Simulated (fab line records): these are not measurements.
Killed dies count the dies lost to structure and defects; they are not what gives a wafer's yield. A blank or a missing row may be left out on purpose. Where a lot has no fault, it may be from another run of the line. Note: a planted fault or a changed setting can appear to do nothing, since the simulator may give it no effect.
One fault through the eyes of 2 desks | flow sky130 | each desk holds nothing but its own numbers, with what lay behind them at the end

## THE METROLOGY DESK
What the gauges read, lot by lot, whatever tool the lot ran on: means of the sampled wafers that have a number. The brackets show how far a lot's mean lies from the usual mean; more than 4 standard deviations puts the lot out of limits, marked OUT.
Columns: A = GATE_OXIDE_OXIDATION_00_THK at SKY_GATE_OXIDE_THK_MEAS_02, usual 10.27 nm; B = GATE_OXIDE_OVL at SKY_GATE_OXIDE_OVL_MEAS_10, usual -1.0 nm; C = GATE_OXIDE_TW at SKY_GATE_OXIDE_TW_MEAS_14, usual 225.3; D = POLY_GATE_CVD_00_THK at SKY_POLY_GATE_THK_MEAS_01, usual 179.7 nm; E = POLY_GATE_TW at SKY_RES_PROTECT_TW_MEAS_08, usual 4065; F = POLY_GATE_CVD_03_THK at SKY_POLY_GATE_THK_MEAS_04, usual 74.9 nm; G = cd nm at SKY_POLY_GATE_CD_MEAS_13, usual 150.3 nm
lot  | first seen here | A     | B    | C     | D     | E    | F    | G
L810 | day 13 21:04    | 10.39 | -1.1 | 223.5 | 181.0 | 4028 | 74.8 | 150.9
L816 | day 15 23:46    | 10.24 | -1.1 | 224.3 | 180.3 | 4059 | 74.9 | 148.9
L819 | day 17 00:34    | 10.11 | -0.7 | 227.5 | 180.0 | 4048 | 74.6 | 151.4
L826 | day 18 21:54    | 10.27 | 0.0  | 223.5 | 178.2 | 4087 | 74.4 | 149.1
L827 | day 19 07:47    | 10.08 | -3.7 | 225.9 | 180.4 | 4098 | 73.6 | 151.8
L829 | day 20 02:41    | 10.41 | -1.2 | 225.0 | 179.1 | 4069 | 75.0 | 150.8
Finding of this desk: none of the 6 lots has anything out of limits.

## AT THE TOOL OWNER'S DESK: implanter-01
SKY_GATE_OXIDE_IMPLANT_11, tool's own readings: per-lot mean of the sampled wafers with a number, covering each lot this tool ran. The brackets show how far a lot's mean lies from the usual mean; more than 4 standard deviations puts the lot out of limits, marked OUT.
Columns: A = beam on s at SKY_GATE_OXIDE_IMPLANT_11, usual 9.99 s
lot  | first seen here | A
L810 | day 14 22:55    | 10.13
L816 | day 17 03:50    | 9.80
L819 | day 18 05:48    | 9.90
Finding of this desk: none of the 3 lots has anything out of limits.

## BROUGHT TOGETHER
The metrology desk saw nothing out of limits.
The tool owner's desk saw nothing out of limits.

## WHAT THE SIMULATOR PUT IN
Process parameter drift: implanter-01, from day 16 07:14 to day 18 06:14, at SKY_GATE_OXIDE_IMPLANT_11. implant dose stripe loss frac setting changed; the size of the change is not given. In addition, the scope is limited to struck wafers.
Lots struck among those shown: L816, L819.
